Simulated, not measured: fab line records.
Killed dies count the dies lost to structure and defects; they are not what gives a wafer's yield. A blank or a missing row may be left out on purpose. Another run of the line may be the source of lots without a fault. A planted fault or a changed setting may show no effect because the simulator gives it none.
fab line records	flow sky130
[record] lots = 6	wafers = 18	last_day = 50
route steps=708 shown LI_CONTACT@380 LOCAL_INTERCONNECT@387 PAD_OPEN@708
lots with no fault: from the same line, run without faults
start_h: the number of hours between the record's first day and the start of the first shown wafer of the lot	wait_h: hours from the lot's prior step to this one	" unchanged from the row above	L1.1+2: a single row standing in for several wafers	- no value present, or no start provided	* or withheld: withheld	< > ~ a bound
route shown NAME@n: names a module that has steps shown in the file, with the first one's number in the route	usual: mean/standard deviation of fault-free wafers	same: alike in all rows	chamber/n: place in a boat	sites: readings site by site	_std_site: how widely they spread, as a standard deviation	_edge_site: outer sites' mean less inner sites'	radius_mm: how far each site lies from the wafer's centre	mask NAME#n: copy n	behind: tool/chamber where the wafer was last shaped	hold: cause of the lot's hold/its duration in hours/its outcome	device: transistor that didn't switch, given as n, p or np	end of line: at the end of the route, the tests of the same wafers	step lacking rows: just its recipe	killed: not the wafer's yield, but the dies lost to structure and defects at the first sort	map: the dies of a wafer, with x for killed, . for not killed, _ for no die there
set.NAME: setting as actually run; set.NAME@STEP: the setting as run at that earlier step	model.NAME: the simulator's own value behind a step, which no gauge read
lots at some steps of the route; a table a step, a row a wafer
services: the hour from which a tool's chamber was out of use, counted from the record's first day as start_h (under 0 if before that day), plus the number of hours and why
[[steps]]
[step SKY_LI_CONTACT_PRE_CLEAN_18]
[recipe] gas = Ar	time_s = 5.6	bias_v = 358
[step SKY_LI_CONTACT_SPUTTER_19]
[recipe] material = Ti	target_thk_nm = 20	chamber_pressure_pa = 5	power_w = 2500	substrate_temp_c = 200	time_s = 106.37
[usual] throttle_valve_pct = 30.1/1.3
lot.wafer	tool	chamber	start_h	wait_h	throttle_valve_pct
L939.1	pvd_sputter-02	-	695.93	0.0	32.0
L939.4	"	-	"	"	30.1
L939.5	"	-	"	"	32.2
L941.1	pvd_sputter-01	-	719.03	0.0	30.3
L941.2	"	-	"	"	29.4
L941.6	"	-	"	"	29.6
L944.1	pvd_sputter-02	-	740.66	0.0	32.1
L944.3	"	-	"	"	30.7
L944.5	"	-	"	"	32.3
L949.2	pvd_sputter-04	-	772.15	0.0	29.2
L949.3	"	-	"	"	29.7
L949.4	"	-	"	"	30.4
L955.2	pvd_sputter-01	-	802.07	0.0	29.3
L955.4	"	-	"	"	29.9
L955.5	"	-	"	"	29.6
L960.2	pvd_sputter-01	-	840.57	0.0	29.2
L960.5	"	-	"	"	29.4
L960.6	"	-	"	"	29.6
[step SKY_LI_CONTACT_SPUTTER_20]
[recipe] material = TiN	target_thk_nm = 20	chamber_pressure_pa = 5	power_w = 4000	time_s = 80
[step SKY_LI_CONTACT_CVD_21]
[recipe] material = W	target_thk_nm = 400	time_s = 120.56	temp_c = 400	pressure_torr = 40
[usual] heater_power_w = 842/44
lot.wafer	tool	chamber	start_h	wait_h	heater_power_w
L939.1	cvd_w-01	0	696.07	0.0	861
L939.4	"	1	"	"	788
L939.5	"	1	"	"	767
L941.1	cvd_w-02	1	719.17	0.0	855
L941.2	"	0	"	"	868
L941.6	"	0	"	"	903
L944.1	cvd_w-01	1	740.80	0.0	782
L944.3	"	0	"	"	870
L944.5	"	1	"	"	760
L949.2	cvd_w-02	1	772.29	0.0	848
L949.3	"	1	"	"	853
L949.4	"	0	"	"	868
L955.2	cvd_w-01	1	802.20	0.0	785
L955.4	"	1	"	"	797
L955.5	"	0	"	"	858
L960.2	cvd_w-01	0	840.71	0.0	855
L960.5	"	0	"	"	859
L960.6	"	1	"	"	797
[step SKY_LI_CONTACT_RS_MEAS_22]
[recipe] thk_meas_gauge = four-point-probe	reads = W_of_LI_CONTACT_CVD_21+TiN_of_LI_CONTACT_SPUTTER_20+Ti_of_LI_CONTACT_SPUTTER_19
[usual] LI_CONTACT_W_RS = 0.287/0.0031
lot.wafer	tool	chamber	start_h	wait_h	LI_CONTACT_W_RS[ohm/sq]
L939.1	film_metro-02	-	696.20	0.1	0.292
L939.4	"	-	"	"	0.291
L939.5	"	-	"	"	0.291
L941.1	film_metro-02	-	719.29	0.1	0.292
L941.2	"	-	"	"	0.289
L941.6	"	-	"	"	0.288
L944.1	film_metro-03	-	740.92	0.1	0.285
L944.3	"	-	"	"	0.286
L944.5	"	-	"	"	0.284
L949.2	film_metro-03	-	772.44	0.1	0.288
L949.3	"	-	"	"	0.291
L949.4	"	-	"	"	0.286
L955.2	film_metro-04	-	802.35	0.1	0.291
L955.4	"	-	"	"	0.287
L955.5	"	-	"	"	0.286
L960.2	film_metro-03	-	840.85	0.1	0.289
L960.5	"	-	"	"	0.289
L960.6	"	-	"	"	0.286
[step SKY_LI_CONTACT_THK_MEAS_23]
[recipe] thk_meas_gauge = xrf	reads = W_of_LI_CONTACT_CVD_21
[usual] LI_CONTACT_W_THK = 406/5.9
lot.wafer	tool	chamber	start_h	wait_h	LI_CONTACT_W_THK[nm]
L939.1	film_metro-02	-	696.32	0.1	402
L939.4	"	-	"	"	405
L939.5	"	-	"	"	401
L941.1	film_metro-02	-	719.41	0.1	401
L941.2	"	-	"	"	407
L941.6	"	-	"	"	408
L944.1	film_metro-03	-	741.04	0.1	406
L944.3	"	-	"	"	405
L944.5	"	-	"	"	410
L949.2	film_metro-03	-	772.55	0.1	404
L949.3	"	-	"	"	395
L949.4	"	-	"	"	403
L955.2	film_metro-04	-	802.46	0.1	404
L955.4	"	-	"	"	411
L955.5	"	-	"	"	410
L960.2	film_metro-03	-	840.96	0.1	398
L960.5	"	-	"	"	399
L960.6	"	-	"	"	401
[step SKY_LI_CONTACT_CMP_24]
[recipe] stop_on = PSG	t_overpolish_s = 20	down_force_psi = 3.5	platen_rpm = 60	target_thk_nm = 0	pad_velocity_m_s = 0.94248
[usual] motor_current_A = 10.9/1.1	overpolish_run_s = 20.001/0.008	platen_rpm = 60.00/0.036	time_to_endpoint_s = 96/4.9
lot.wafer	tool	chamber	start_h	wait_h	motor_current_A	overpolish_run_s	platen_rpm	time_to_endpoint_s
L939.1	cmp-02	1	696.43	0.1	10.5	20.008	60.02	89
L939.4	"	3	"	"	12.1	19.996	60.01	93
L939.5	"	1	"	"	10.4	20.004	59.99	85
L941.1	cmp-01	1	719.57	0.1	10.1	20.018	60.00	100
L941.2	"	2	"	"	10.5	20.006	60.00	98
L941.6	"	3	"	"	10.3	20.004	60.02	94
L944.1	cmp-01	2	741.10	0.1	10.8	19.996	60.00	101
L944.3	"	1	"	"	10.6	20.002	60.03	104
L944.5	"	2	"	"	9.9	19.999	60.00	101
L949.3	cmp-02	2	772.60	0.0	13.0	20.007	60.04	91
L949.4	"	3	"	"	12.4	19.995	59.99	94
L949.2	"	1	"	"	10.4	19.996	60.08	89
L955.2	cmp-01	1	802.51	0.0	10.2	20.004	60.02	101
L955.4	"	3	"	"	11.0	20.002	60.01	92
L955.5	"	1	"	"	10.6	20.014	59.91	104
L960.2	cmp-02	2	841.50	0.5	13.1	20.002	59.99	92
L960.5	"	3	"	"	13.4	19.995	59.92	95
L960.6	"	0	"	"	10.9	19.992	60.01	103
[step SKY_LOCAL_INTERCONNECT_SPUTTER_00]
[recipe] material = TiN	target_thk_nm = 100	temp_c = 300	power_w = 6500	time_s = 83.3	chamber_pressure_pa = 0.4
[usual] throttle_valve_pct = 29.6/0.84
lot.wafer	tool	chamber	start_h	wait_h	throttle_valve_pct
L939.1	pvd_sputter-03	-	696.68	0.2	28.1
L939.4	"	-	"	"	30.2
L939.5	"	-	"	"	30.6
L941.1	pvd_sputter-04	-	719.77	0.1	29.0
L941.2	"	-	"	"	28.2
L941.6	"	-	"	"	29.6
L944.1	pvd_sputter-03	-	741.40	0.2	28.0
L944.3	"	-	"	"	30.5
L944.5	"	-	"	"	30.0
L949.2	pvd_sputter-03	-	772.90	0.1	30.2
L949.3	"	-	"	"	28.3
L949.4	"	-	"	"	29.2
L955.2	pvd_sputter-03	-	802.81	0.2	29.2
L955.4	"	-	"	"	28.3
L955.5	"	-	"	"	30.2
L960.2	pvd_sputter-03	-	841.65	0.1	29.0
L960.5	"	-	"	"	30.3
L960.6	"	-	"	"	30.6
[step SKY_LOCAL_INTERCONNECT_RS_MEAS_01]
[recipe] thk_meas_gauge = four-point-probe	reads = TiN_of_LOCAL_INTERCONNECT_SPUTTER_00
[usual] LOCAL_INTERCONNECT_TIN_RS = 14.06/0.21
lot.wafer	tool	chamber	start_h	wait_h	LOCAL_INTERCONNECT_TIN_RS[ohm/sq]
L939.1	film_metro-01	-	696.74	0.0	13.99
L939.4	"	-	"	"	14.14
L939.5	"	-	"	"	14.16
L941.1	film_metro-02	-	719.85	0.0	14.12
L941.2	"	-	"	"	14.06
L941.6	"	-	"	"	14.05
L944.1	film_metro-04	-	741.46	0.0	14.02
L944.3	"	-	"	"	13.96
L944.5	"	-	"	"	14.20
L949.2	film_metro-04	-	772.98	0.1	13.96
L949.3	"	-	"	"	13.82
L949.4	"	-	"	"	14.07
L955.2	film_metro-01	-	802.89	0.1	14.22
L955.4	"	-	"	"	14.12
L955.5	"	-	"	"	14.00
L960.2	film_metro-02	-	841.74	0.1	13.99
L960.5	"	-	"	"	13.81
L960.6	"	-	"	"	13.69
[step SKY_LOCAL_INTERCONNECT_THK_MEAS_02]
[recipe] thk_meas_gauge = xrf	reads = TiN_of_LOCAL_INTERCONNECT_SPUTTER_00
[usual] LOCAL_INTERCONNECT_TIN_THK = 100.8/1.5
lot.wafer	tool	chamber	start_h	wait_h	LOCAL_INTERCONNECT_TIN_THK[nm]
L939.1	film_metro-01	-	696.86	0.1	101.0
L939.4	"	-	"	"	99.9
L939.5	"	-	"	"	99.4
L941.1	film_metro-02	-	719.97	0.1	100.8
L941.2	"	-	"	"	100.9
L941.6	"	-	"	"	101.2
L944.1	film_metro-04	-	741.58	0.1	101.0
L944.3	"	-	"	"	102.0
L944.5	"	-	"	"	99.7
L949.2	film_metro-04	-	773.09	0.1	101.9
L949.3	"	-	"	"	102.2
L949.4	"	-	"	"	101.2
L955.2	film_metro-01	-	803.00	0.1	99.7
L955.4	"	-	"	"	99.8
L955.5	"	-	"	"	101.5
L960.2	film_metro-02	-	841.85	0.1	101.6
L960.5	"	-	"	"	102.6
L960.6	"	-	"	"	103.4
[step SKY_LOCAL_INTERCONNECT_DEHYDRATE_03]
[recipe] temp_c = 200	time_s = 60
[step SKY_LOCAL_INTERCONNECT_HMDS_04]
[recipe] prime_time_s = 60	prime_temp_c = 120
[step SKY_LOCAL_INTERCONNECT_COAT_05]
[recipe] resist = BARC	temp_c = withheld	time_s = withheld	spin_rpm = 3000	resist_thk_nm = 60
lot.wafer	tool	chamber	start_h	wait_h
L939.1+4+5	litho_track-01	0	710.14	0.1
L941.1+2+6	litho_track-03	0	733.77	0.1
L944.1+3+5	litho_track-03	0	754.72	0.1
L949.2+3+4	litho_track-03	0	786.34	0.1
L955.2+4+5	litho_track-01	0	815.96	0.1
L960.2+5+6	litho_track-01	0	854.06	0.1
[step SKY_LOCAL_INTERCONNECT_COAT_06]
[recipe] resist = KrF-thick	spin_rpm = 3000	resist_thk_nm = 450
[step SKY_LOCAL_INTERCONNECT_SOFTBAKE_07]
[recipe] temp_c = 100	time_s = 90	resist = KrF-thick
[step SKY_LOCAL_INTERCONNECT_EXPOSE_08]
[recipe] mask_id = LI1M	na = 0.8	source_shape = annular	sigma_inner = 0.55	sigma_outer = 0.85	target_cd_nm = 170	dose_mj = 28
[step SKY_LOCAL_INTERCONNECT_PEB_09]
[recipe] peb_temp_c = withheld	peb_time_s = withheld	resist = KrF-thick
[step SKY_LOCAL_INTERCONNECT_DEVELOP_10]
[recipe] develop_time_s = 60	resist = KrF-thick	dev_temp_c = 21
[step SKY_LOCAL_INTERCONNECT_CD_MEAS_11]
[recipe] target_cd_nm = 170
[usual] cd_nm = 169.3/1.7
lot.wafer	tool	chamber	start_h	wait_h	cd_nm
L939.1	cd_sem-02	-	724.37	-	171.2
L939.4	"	-	"	"	170.7
L939.5	"	-	"	"	169.6
L941.1	cd_sem-02	-	747.94	-	166.4
L941.2	"	-	"	"	168.5
L941.6	"	-	"	"	166.8
L944.1	cd_sem-01	-	768.57	-	168.5
L944.3	"	-	"	"	171.1
L944.5	"	-	"	"	169.2
L949.2	cd_sem-01	-	799.70	-	169.3
L949.3	"	-	"	"	167.5
L949.4	"	-	"	"	168.0
L955.2	cd_sem-02	-	829.31	-	169.6
L955.4	"	-	"	"	168.4
L955.5	"	-	"	"	168.1
L960.2	cd_sem-02	-	866.54	-	166.3
L960.5	"	-	"	"	166.4
L960.6	"	-	"	"	166.8
[step SKY_LOCAL_INTERCONNECT_OVL_MEAS_12]
[usual] LOCAL_INTERCONNECT_OVL = 4/5.3
lot.wafer	tool	chamber	start_h	wait_h	LOCAL_INTERCONNECT_OVL[nm]
L939.1	overlay-02	-	724.49	0.1	13
L939.4	"	-	"	"	10
L939.5	"	-	"	"	11
L941.1	overlay-02	-	748.06	0.1	12
L941.2	"	-	"	"	8
L941.6	"	-	"	"	6
L944.1	overlay-01	-	768.69	0.1	0
L944.3	"	-	"	"	0
L944.5	"	-	"	"	2
L949.2	overlay-02	-	799.81	0.1	-2
L949.3	"	-	"	"	2
L949.4	"	-	"	"	0
L955.2	overlay-02	-	829.41	0.1	2
L955.4	"	-	"	"	3
L955.5	"	-	"	"	3
L960.2	overlay-01	-	866.64	0.1	4
L960.5	"	-	"	"	3
L960.6	"	-	"	"	6
[step SKY_LOCAL_INTERCONNECT_ETCH_13]
[recipe] chemistry = N2/H2	target = BARC	ion_energy_ev = 200	bias_w = 100	pressure_mtorr = 30	n2_flow_sccm = 100	h2_flow_sccm = 200	icp_w = 500	stop_on = SiO2	time_s = 45.9	target_depth_a = 600
[usual] drypump_motor_current_A = 5.9/0.46	he_backside_leak_sccm = 3.38/0.18	oes_product_au = 0.855/0.0048	rf_fwd_power_W = 495.8/1.7	throttle_valve_pct = 13.224/0.0096
lot.wafer	tool	chamber	start_h	wait_h	drypump_motor_current_A	he_backside_leak_sccm	oes_product_au	rf_fwd_power_W	rf_hours_counter_h	throttle_valve_pct	model.etch.depth_nm
L939.1	rie_metal-03	1	724.52	0.0	5.6	3.50	0.858	498.2	13	13.230	60.18
L939.4	"	0	"	"	5.3	3.30	0.860	497.0	-	13.214	60.27
L939.5	"	1	"	"	5.6	3.45	0.848	499.3	-	13.210	59.98
L941.1	rie_metal-02	1	748.09	0.0	5.6	3.38	0.858	495.4	11	13.233	59.99
L941.2	"	0	"	"	5.9	3.22	0.851	493.9	5	13.232	59.97
L941.6	"	1	"	"	5.5	3.39	0.864	495.8	-	13.227	60.01
L944.1	rie_metal-03	0	768.72	0.0	5.3	3.34	0.853	494.9	14	13.229	59.89
L944.3	"	1	"	"	5.6	3.40	0.907	496.4	-	13.237	66.81
L944.5	"	1	"	"	5.6	3.48	0.854	494.2	-	13.212	59.78
L949.2	rie_metal-01	0	799.84	0.0	5.6	3.18	0.855	495.3	4	13.233	59.74
L949.3	"	1	"	"	6.6	3.53	0.903	498.1	-	13.234	66.69
L949.4	"	0	"	"	5.6	3.11	0.850	494.8	-	13.222	60.12
L955.2	rie_metal-03	0	829.44	0.0	5.3	3.26	0.856	495.2	17	13.220	60.2
L955.4	"	1	"	"	5.6	3.46	0.860	493.6	-	13.205	60.34
L955.5	"	1	"	"	5.6	3.39	0.859	495.9	-	13.218	60.3
L960.2	rie_metal-01	0	866.67	0.0	5.6	3.03	0.848	495.8	6	13.225	59.7
L960.5	"	1	"	"	6.5	3.62	0.847	494.0	-	13.207	59.84
L960.6	"	0	"	"	5.6	3.08	0.849	493.8	-	13.239	59.98
[step SKY_LOCAL_INTERCONNECT_METAL_ETCH_14]
[recipe] target_depth_nm = 110	stop_on = PSG	chemistry = Cl2/BCl3	target = TiN	resist_sidewall_deg = 88	pressure_mtorr = 10	icp_w = 900	bias_w = 48.5	Cl2_flow_sccm = 60	bcl3_flow_sccm = 30	time_s = 31.4
[usual] drypump_motor_current_A = 5.9/0.46	he_backside_leak_sccm = 3.40/0.19	oes_product_au = 0.945/0.0086	rf_fwd_power_W = 891/3.4	throttle_valve_pct = 21.898/0.01
lot.wafer	tool	chamber	start_h	wait_h	drypump_motor_current_A	he_backside_leak_sccm	oes_product_au	rf_fwd_power_W	rf_hours_counter_h	throttle_valve_pct
L939.1	rie_metal-03	1	724.59	0.0	5.6	3.44	0.945	893	13	21.903
L939.4	"	0	"	"	5.3	3.43	0.948	887	-	21.886
L939.5	"	1	"	"	5.6	3.52	0.947	888	-	21.891
L941.1	rie_metal-02	1	748.16	0.0	5.6	3.23	0.944	895	11	21.901
L941.2	"	0	"	"	5.9	3.21	0.945	887	5	21.901
L941.6	"	1	"	"	5.6	3.26	0.948	895	-	21.902
L944.1	rie_metal-03	0	768.79	0.0	5.3	3.50	0.951	891	14	21.891
L944.3	"	1	"	"	5.6	3.40	0.947	890	-	21.884
L944.5	"	1	"	"	5.6	3.33	0.936	891	-	21.903
L949.2	rie_metal-01	0	799.90	0.0	5.6	3.21	0.945	888	4	21.895
L949.3	"	1	"	"	6.5	3.60	0.959	893	-	21.892
L949.4	"	0	"	"	5.6	3.14	0.951	893	-	21.901
L955.2	rie_metal-03	0	829.51	0.0	5.3	3.40	0.940	888	17	21.891
L955.4	"	1	"	"	5.6	3.48	0.940	890	-	21.910
L955.5	"	1	"	"	5.6	3.53	0.946	892	-	21.906
L960.2	rie_metal-01	0	866.74	0.0	5.7	3.22	0.953	894	6	21.886
L960.5	"	1	"	"	6.5	3.68	0.947	888	-	21.891
L960.6	"	0	"	"	5.6	3.33	0.958	895	-	21.891
[step SKY_LOCAL_INTERCONNECT_STRIP_15]
[recipe] chemistry = O2/N2	power_w = 1400	pressure_mtorr = 1500	platen_temp_c = withheld	o2_flow_sccm = 3000	n2_flow_sccm = 300	overash_fraction = 0.5
[usual] drypump_motor_current_A = 5.61/0.3	oes_product_au = 0.426/0.004	strip_time_to_endpoint_s = 4.701/0.024
lot.wafer	tool	chamber	start_h	wait_h	drypump_motor_current_A	oes_product_au	rf_hours_counter_h	strip_time_to_endpoint_s
L939.1	plasma_asher-01	1	724.64	0.0	5.71	0.425	53	4.697
L939.4	"	0	"	"	5.52	0.419	-	4.707
L939.5	"	0	"	"	5.57	0.432	-	4.672
L941.1	plasma_asher-03	1	748.21	0.0	5.87	0.431	99	4.689
L941.2	"	0	"	"	5.14	0.425	99	4.731
L941.6	"	1	"	"	5.87	0.435	-	4.674
L944.1	plasma_asher-01	1	768.84	0.0	5.70	0.420	58	4.706
L944.3	"	1	"	"	5.69	0.431	-	4.753
L944.5	"	1	"	"	5.69	0.425	-	4.665
L949.2	plasma_asher-02	1	799.95	0.0	6.04	0.423	36	4.707
L949.3	"	1	"	"	6.01	0.435	-	4.798
L949.4	"	0	"	"	5.41	0.422	-	4.734
L955.2	plasma_asher-02	0	829.56	0.0	5.42	0.421	39	4.690
L955.4	"	1	"	"	6.02	0.421	-	4.627
L955.5	"	0	"	"	5.42	0.422	-	4.672
L960.2	plasma_asher-03	1	866.79	0.0	5.87	0.428	111	4.674
L960.5	"	1	"	"	5.85	0.423	-	4.653
L960.6	"	0	"	"	5.14	0.425	-	4.713
[step SKY_LOCAL_INTERCONNECT_STRIP_16]
[recipe] chemistry = post_etch_residue_remover	time_s = 1200	temp_c = 72.5
[step SKY_PAD_OPEN_PROBE_99]
[usual] killed_at_M0_to_M3 = 43/6.1	killed_at_M4_up = 3.5/2	killed_at_contacts = 25/5.1	killed_at_front_end = 14/4.2	killed_at_other = 0.3/0.55	killed_dies = 86/8.3	killed_open = 46/7.2	killed_short = 39/6
[same] gross_dies = 492	killed_at_back_side = 0
lot.wafer	tool	chamber	start_h	wait_h	killed_at_M0_to_M3	killed_at_M4_up	killed_at_contacts	killed_at_front_end	killed_at_other	killed_dies	killed_open	killed_short
L939.1	prober-02	-	1087.40	0.1	35	4	33	16	0	88	45	43
L939.4	prober-02	-	1087.55	0.2	46	6	16	18	0	86	38	48
L939.5	prober-02	-	1087.60	0.2	38	4	27	10	1	80	34	44
L944.1	prober-02	-	1122.03	0.1	46	6	24	14	1	91	44	45
L944.3	prober-02	-	1122.13	0.2	35	3	32	12	0	82	44	38
L944.5	prober-02	-	1122.23	0.2	47	4	25	13	0	89	55	33
L955.2	prober-02	-	1165.00	0.1	54	3	19	16	1	93	50	43
L955.4	prober-02	-	1165.10	0.2	45	5	16	14	0	80	48	32
L955.5	prober-02	-	1165.15	0.2	35	4	22	13	0	74	36	38
L960.2	prober-01	-	1191.54	0.1	50	3	18	8	0	79	41	38
L960.5	prober-01	-	1191.69	0.2	42	3	16	19	1	81	35	46
L960.6	prober-01	-	1191.74	0.2	50	3	21	19	0	93	54	39
// killed by level:class
L939.1 CONTACT:geometric_particle:open=14 LI_CONTACT:geometric_particle:open=5 VIA2:geometric_particle:open=5 CONTACT:geometric_particle:short=5 METAL1:geometric_particle:short=5 POLY_GATE:geometric_particle:short=4 POLY_GATE:geometric_particle:open=4 LI_CONTACT:geometric_particle:short=4
L939.4 FIELD_ISO:geometric_particle:short=10 VIA1:geometric_particle:open=9 METAL2:geometric_particle:short=8 VIA2:geometric_particle:open=8 CONTACT:geometric_particle:open=7 METAL1:geometric_particle:short=5 VIA1:geometric_particle:short=5 METAL4:geometric_particle:short=5
L939.5 CONTACT:geometric_particle:open=9 VIA1:geometric_particle:open=8 METAL1:geometric_particle:short=6 LI_CONTACT:geometric_particle:open=6 CONTACT:geometric_particle:short=6 METAL2:geometric_particle:short=5 METAL3:geometric_particle:short=5 VIA1:geometric_particle:short=5
L944.1 VIA1:geometric_particle:open=9 CONTACT:geometric_particle:open=7 VIA1:geometric_particle:short=7 VIA3:geometric_particle:open=7 METAL2:geometric_particle:short=6 LI_CONTACT:geometric_particle:short=5 LOCAL_INTERCONNECT:geometric_particle:short=5 VIA2:geometric_particle:open=5
L944.3 CONTACT:geometric_particle:open=10 VIA1:geometric_particle:open=9 VIA3:geometric_particle:open=9 LI_CONTACT:geometric_particle:short=8 LOCAL_INTERCONNECT:geometric_particle:short=6 FIELD_ISO:geometric_particle:short=5 CONTACT:geometric_particle:short=5 FIELD_ISO:geometric_particle:open=4
L944.5 CONTACT:geometric_particle:open=12 VIA1:geometric_particle:open=11 VIA2:geometric_particle:open=8 VIA3:geometric_particle:open=8 VIA1:geometric_particle:short=7 METAL1:geometric_particle:short=7 CONTACT:geometric_particle:short=5 LOCAL_INTERCONNECT:geometric_particle:short=4
L955.2 VIA1:geometric_particle:open=10 VIA3:geometric_particle:open=8 METAL1:geometric_particle:short=7 VIA2:geometric_particle:open=7 CONTACT:geometric_particle:open=6 METAL2:geometric_particle:short=6 FIELD_ISO:geometric_particle:short=5 FIELD_ISO:geometric_particle:open=4
L955.4 VIA3:geometric_particle:open=10 VIA1:geometric_particle:open=8 LI_CONTACT:geometric_particle:open=7 CONTACT:geometric_particle:open=5 VIA3:geometric_particle:short=5 METAL4:geometric_particle:short=5 METAL1:geometric_particle:open=4 METAL1:geometric_particle:short=4
L955.5 CONTACT:geometric_particle:open=8 CONTACT:geometric_particle:short=7 VIA2:geometric_particle:open=6 VIA3:geometric_particle:open=6 LOCAL_INTERCONNECT:geometric_particle:short=5 VIA1:geometric_particle:open=5 METAL1:geometric_particle:short=4 METAL4:geometric_particle:short=4
L960.2 CONTACT:geometric_particle:open=11 VIA1:geometric_particle:open=10 VIA3:geometric_particle:open=9 METAL1:geometric_particle:short=8 VIA3:geometric_particle:short=6 VIA2:geometric_particle:short=5 FIELD_ISO:geometric_particle:short=4 VIA2:geometric_particle:open=4
L960.5 VIA1:geometric_particle:short=9 VIA1:geometric_particle:open=7 VIA2:geometric_particle:open=6 FIELD_ISO:geometric_particle:open=5 POLY_GATE:geometric_particle:short=4 CONTACT:geometric_particle:open=4 CONTACT:geometric_particle:short=4 VIA3:geometric_particle:open=4
L960.6 CONTACT:geometric_particle:open=10 VIA1:geometric_particle:open=10 METAL1:geometric_particle:short=9 VIA2:geometric_particle:open=8 FIELD_ISO:geometric_particle:open=5 POLY_GATE:geometric_particle:short=5 LI_CONTACT:geometric_particle:open=5 VIA3:geometric_particle:open=5
[[services]]
tool	chamber	start_h	hours	kind
cmp-02	-	684.24	2.3	repair
cmp-02	-	689.27	0.3	repair
cmp-02	-	700.00	2.6	repair
plasma_asher-01	-	703.80	2.8	pm
cvd_w-01	-	709.46	2.8	pm
cmp-02	-	712.64	2.3	repair
pvd_sputter-04	-	740.27	6.1	repair
cmp-02	-	741.82	1.8	repair
cvd_w-02	-	743.51	6.0	pm
cmp-01	-	744.25	4.0	pm
cmp-01	-	748.25	4.5	pm
cvd_w-02	1	752.00	4.6	repair
cmp-02	-	758.89	4.4	pm
cmp-01	-	763.07	1.6	repair
plasma_asher-03	-	764.58	2.8	pm
pvd_sputter-02	-	796.10	2.3	repair
cmp-02	-	797.44	2.2	repair
cmp-02	-	800.26	9.4	pm
pvd_sputter-01	-	802.79	0.7	repair
rie_metal-02	-	809.07	38.9	repair
rie_metal-01	0	836.15	19.3	repair
cmp-01	-	837.65	4.2	repair
cmp-02	-	860.20	5.3	repair
pvd_sputter-03	-	865.21	0.6	repair
[[key]]
[first_sign] step = SKY_LOCAL_INTERCONNECT_ETCH_13	reading = oes_product_au	direction = up	sigmas = 10	usual = 0.855	struck = 0.905
[effect] step = SKY_LOCAL_INTERCONNECT_STRIP_15	reading = strip_time_to_endpoint_s	direction = up	sigmas = 3.1	usual = *	struck = *
[model_effect] step = SKY_LOCAL_INTERCONNECT_ETCH_13	value = etch.depth_nm	without = 59.99	struck = 66.75
met_at SKY_LOCAL_INTERCONNECT_COAT_05
struck_wafers L944.3,L949.3
tester_left_out L944,L949
onset_between 733.77 754.72
[fault] kind = process_parameter_drift	tool = litho_track-03	chamber = -	onset_h = 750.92	steps = SKY_LOCAL_INTERCONNECT_COAT_05	channel = resist_thk_nm	offset = 6.7592	shape = step	end_h = 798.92	scope = struck_wafers_only	acts_in = these_recipes_only	stated = 60
// tester_left_out: of these lots the tester's yield and bins aren't shown, on N5 and GAA mostly nor the transistor test; their killed dies are dies lost to structure and defects alone, not to doping, threshold or leakage, so they don't give the yield
